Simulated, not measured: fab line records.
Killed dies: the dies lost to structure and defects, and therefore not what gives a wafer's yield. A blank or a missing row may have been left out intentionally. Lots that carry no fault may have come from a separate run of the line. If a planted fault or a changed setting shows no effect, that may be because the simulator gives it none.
Which of the tools did it? :: flow sky130 :: 39 wafers from 13 lots sampled at 3 of the route's 708 steps

## WHAT THE GAUGES SHOWED, per wafer
SKY_CAP2M_RS_MEAS_03: measures by four-point-probe.
lot: L259
measured: day 40 00:20
on: film metro-03
CAP2M_TIN_RS (ohm/sq): 6.83 6.73 6.76

lot: L260
measured: day 40 06:20
on: film metro-01
CAP2M_TIN_RS (ohm/sq): 6.76 6.84 6.73

lot: L261
measured: day 40 12:46
on: film metro-02
CAP2M_TIN_RS (ohm/sq): 6.93 6.87 6.88

lot: L262
measured: day 41 01:55
on: film metro-01
CAP2M_TIN_RS (ohm/sq): 6.88 6.88 6.94

lot: L264
measured: day 41 16:16
on: film metro-01
CAP2M_TIN_RS (ohm/sq): 6.98 6.83 6.86

lot: L266
measured: day 42 03:52
on: film metro-03
CAP2M_TIN_RS (ohm/sq): 6.78 6.91 6.90

lot: L269
measured: day 43 01:37
on: film metro-02
CAP2M_TIN_RS (ohm/sq): 6.85 6.98 7.07

lot: L271
measured: day 43 13:58
on: film metro-01
CAP2M_TIN_RS (ohm/sq): 6.93 7.05 7.01

lot: L272
measured: day 43 15:26
on: film metro-03
CAP2M_TIN_RS (ohm/sq): 7.00 6.99 7.01

lot: L273
measured: day 44 01:04
on: film metro-02
CAP2M_TIN_RS (ohm/sq): 6.85 6.91 6.87

lot: L274
measured: day 44 12:38
on: film metro-01
CAP2M_TIN_RS (ohm/sq): 6.82 6.84 6.76

lot: L275
measured: day 44 20:07
on: film metro-03
CAP2M_TIN_RS (ohm/sq): 6.76 6.77 6.69

lot: L282
measured: day 46 07:44
on: film metro-03
CAP2M_TIN_RS (ohm/sq): 6.77 6.90 6.84

SKY_CAP2M_OVL_MEAS_12.
lot: L259
measured: day 41 00:22
on: overlay-02
CAP2M_OVL (nm): -0.6 -0.8 0.0

lot: L260
measured: day 41 06:24
on: overlay-02
CAP2M_OVL (nm): -2.9 -3.8 -1.5

lot: L261
measured: day 41 11:55
on: overlay-02
CAP2M_OVL (nm): -3.5 0.3 -2.4

lot: L262
measured: day 42 01:46
on: overlay-02
CAP2M_OVL (nm): -3.7 -3.0 -3.6

lot: L264
measured: day 42 16:13
on: overlay-01
CAP2M_OVL (nm): -2.8 -0.6 -3.4

lot: L266
measured: day 43 02:54
on: overlay-01
CAP2M_OVL (nm): -3.8 -4.1 -4.2

lot: L269
measured: day 43 23:01
on: overlay-02
CAP2M_OVL (nm): -0.2 0.4 -1.4

lot: L271
measured: day 44 12:29
on: overlay-02
CAP2M_OVL (nm): -0.2 -1.6 -1.5

lot: L272
measured: day 44 13:52
on: overlay-02
CAP2M_OVL (nm): -2.1 -3.3 -1.7

lot: L273
measured: day 44 22:34
on: overlay-02
CAP2M_OVL (nm): -0.3 -0.5 1.0

lot: L274
measured: day 45 09:50
on: overlay-02
CAP2M_OVL (nm): -1.5 -2.2 -3.7

lot: L275
measured: day 45 17:31
on: overlay-01
CAP2M_OVL (nm): -3.1 -2.1 -1.6

lot: L282
measured: day 47 04:05
on: overlay-02
CAP2M_OVL (nm): -2.7 -3.1 -2.0

SKY_METAL4_OVL_MEAS_14.
lot: L259
measured: day 42 00:22
on: overlay-01
METAL4_OVL (nm): 3 -4 5

lot: L260
measured: day 42 07:13
on: overlay-01
METAL4_OVL (nm): 2 4 -1

lot: L261
measured: day 42 12:28
on: overlay-01
METAL4_OVL (nm): 1 4 0

lot: L262
measured: day 43 01:49
on: overlay-02
METAL4_OVL (nm): 6 4 4

lot: L264
measured: day 43 15:21
on: overlay-02
METAL4_OVL (nm): 8 -4 -4

lot: L266
measured: day 44 02:34
on: overlay-02
METAL4_OVL (nm): 9 -7 1

lot: L269
measured: day 44 21:50
on: overlay-01
METAL4_OVL (nm): 0 -5 -3

lot: L271
measured: day 45 10:24
on: overlay-02
METAL4_OVL (nm): 2 -2 -6

lot: L272
measured: day 45 12:31
on: overlay-01
METAL4_OVL (nm): 3 6 1

lot: L273
measured: day 45 20:12
on: overlay-01
METAL4_OVL (nm): -5 -1 2

lot: L274
measured: day 46 07:58
on: overlay-02
METAL4_OVL (nm): -2 5 -1

lot: L275
measured: day 46 15:44
on: overlay-01
METAL4_OVL (nm): 3 1 -5

lot: L282
measured: day 48 01:00
on: overlay-01
METAL4_OVL (nm): -1 4 1

## WHICH TOOL RAN EACH LOT (tool, then ch and the chambers of the sampled wafers, then the start)
The record holds no process step before these readings.

## AS READ BY THE TOOLS THEMSELVES (means over the sampled wafers that have a number; for cases with no such wafer, the mark the record gives instead)
The record holds no such reading with a usual standard deviation.

## THE ANSWER, worked out from the rows above alone
Rule: the lots themselves supply what counts as usual. Put in order of their means at a reading, lots are off if they are a third of the lots or fewer, leave a main group of 4 or more, and stand apart from it by a gap of 3 or more times the standard deviation of the main group's means; of several such gaps the widest counts. A main group is skipped when, at the precision printed for the reading in the tables above, its means are all equal. A lot without any number at a reading at which 4 lots or more have one is off too. Any other lot the step has rows for is counted as sound. The gauges are gone through in route order, then the tools' own readings, and for those a lot's mean is taken as printed above. At the first step where some lot is off, the reading lying furthest off is the one used; lots without a number count as furthest.
None of the lots is off at any reading shown; this tells nothing.

## WHAT THE SIMULATOR HAD INSERTED
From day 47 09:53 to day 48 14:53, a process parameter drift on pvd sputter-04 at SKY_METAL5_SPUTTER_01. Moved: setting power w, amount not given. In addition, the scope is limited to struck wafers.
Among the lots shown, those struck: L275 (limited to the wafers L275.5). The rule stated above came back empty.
